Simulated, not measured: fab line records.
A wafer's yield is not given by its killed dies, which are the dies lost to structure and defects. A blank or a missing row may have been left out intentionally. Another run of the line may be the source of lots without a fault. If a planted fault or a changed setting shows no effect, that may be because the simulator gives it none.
Comparing a struck lot with a sound one + flow sky130 + 16 out of 708 route steps
Sound: these wafers, L296.4, L296.5, L296.6. Struck: wafer L299.2 (L299.4, L299.6, from the same lot, were not struck and are left out); the cause is given at the end.
Each step with rows lists, per side, the tool, then ch with its chambers, then its first start. Under that, the readings that differ: sound wafers + struck wafers + difference of the means + sigmas: that difference in standard deviations of wafers without a fault.
alike: same words and numbers on both sides, and readings whose means sit less than 2 such deviations apart. not compared: any withheld reading, any reading some wafer has no value for, any bound like >300 that may hide the same value, and any number with overlapping values for which the record gives no deviation.
The two part at a step that has a row with sigmas, a row that says differs or no value, or rows on one side only. Numbers that have no deviation but don't overlap get no sigmas and don't part them. Lack of a reading on every wafer of one side parts them only where that side has two or more wafers.

SKY_POLY_GATE_THK_MEAS_04:
  sound on film metro-02 at day 18 19:34; struck on film metro-03 at day 20 09:39
  alike: POLY_GATE_CVD_03_THK
then, 8 steps without rows for these wafers: SKY_POLY_GATE_DEHYDRATE_05 (time 60 s); SKY_POLY_GATE_HMDS_06 (prime time 60 s); SKY_POLY_GATE_COAT_07 (resist thk 110 nm); SKY_POLY_GATE_COAT_08 (resist thk 450 nm); SKY_POLY_GATE_SOFTBAKE_09 (time 90 s); SKY_POLY_GATE_EXPOSE_10 (exposes mask P1M, target cd 150 nm); SKY_POLY_GATE_PEB_11; SKY_POLY_GATE_DEVELOP_12 (develop time 60 s).
SKY_POLY_GATE_CD_MEAS_13: target cd 150 nm.
  sound on cd sem-01 at day 20 02:06; struck on cd sem-02 at day 21 16:50
| reading    | sound             | struck | difference | sigmas |
|------------|-------------------|--------|------------|--------|
| cd nm (nm) | 148.5 149.9 149.2 | 152.4  | +3.2       | +3     |
SKY_POLY_GATE_OVL_MEAS_14:
  sound on overlay-02 at day 20 02:11; struck on overlay-01 at day 21 16:56
  alike: POLY_GATE_OVL
SKY_POLY_GATE_ETCH_15: etches BARC in N2/H2, stops on SiO2, time 118.5 s, target depth 110 nm.
  sound on rie diel-04 ch 1,2,3, day 20 02:12; struck on rie diel-04 ch 0, day 21 16:58
| reading                | sound                | struck | difference | sigmas |
|------------------------|----------------------|--------|------------|--------|
| throttle valve pct (%) | 13.193 13.214 13.200 | 13.229 | +0.027     | +3     |
  alike: drypump motor current A, oes product au
  not compared: rf hours counter h
SKY_POLY_GATE_ETCH_16: etches Si3N4 in CH3F/O2, stops on poly-Si, time 147.5 s, target depth 75 nm.
  sound on rie diel-04 ch 1,2,3, day 20 02:17; struck on rie diel-04 ch 0, day 21 17:03
| reading                                          | sound             | struck | difference | sigmas |
|--------------------------------------------------|-------------------|--------|------------|--------|
| model.KrF-thick_of_POLY_GATE_COAT_08.thk nm (nm) | 235.6 232.1 233.5 | 275.6  | +41.9      |        |
  alike: drypump motor current A, oes product au, throttle valve pct
  not compared: rf hours counter h
SKY_POLY_GATE_ETCH_17: etches poly-Si in HBr/Cl2, stops on SiO2, target depth 180 nm, time 70.5 s.
  sound on rie si-02 ch 0,3, day 20 02:23; struck on rie si-01 ch 2, day 21 17:09
| reading                                          | sound           | struck | difference | sigmas |
|--------------------------------------------------|-----------------|--------|------------|--------|
| model.KrF-thick_of_POLY_GATE_COAT_08.thk nm (nm) | 142.3 138.2 139 | 181.6  | +41.8      |        |
  alike: drypump motor current A, oes product au, throttle valve pct
  not compared: rf hours counter h
SKY_POLY_GATE_STRIP_18: strips in O2/N2.
  sound on plasma asher-04 ch 0,1, day 20 02:28; struck on plasma asher-02 ch 1, day 21 17:12
| reading                      | sound             | struck | difference                   | sigmas |
|------------------------------|-------------------|--------|------------------------------|--------|
| oes product au (a.u.)        | 0.366 0.360 0.364 | 0.377  | +0.014                       | +3     |
| rf hours counter h (h)       | - - -             | 68     | no value on the sound wafers |        |
| strip time to endpoint s (s) | 3.22 3.15 3.15    | 3.62   | +0.45                        | +14    |
  alike: drypump motor current A
then, 1 step without rows for these wafers: SKY_POLY_GATE_CLEAN_19 (cleans in SC1/SC2, time 150 s).

WHERE THEY PART
At SKY_POLY_GATE_CD_MEAS_13 first; at SKY_POLY_GATE_STRIP_18 last (within this record only).

WHY: what the simulator had put in
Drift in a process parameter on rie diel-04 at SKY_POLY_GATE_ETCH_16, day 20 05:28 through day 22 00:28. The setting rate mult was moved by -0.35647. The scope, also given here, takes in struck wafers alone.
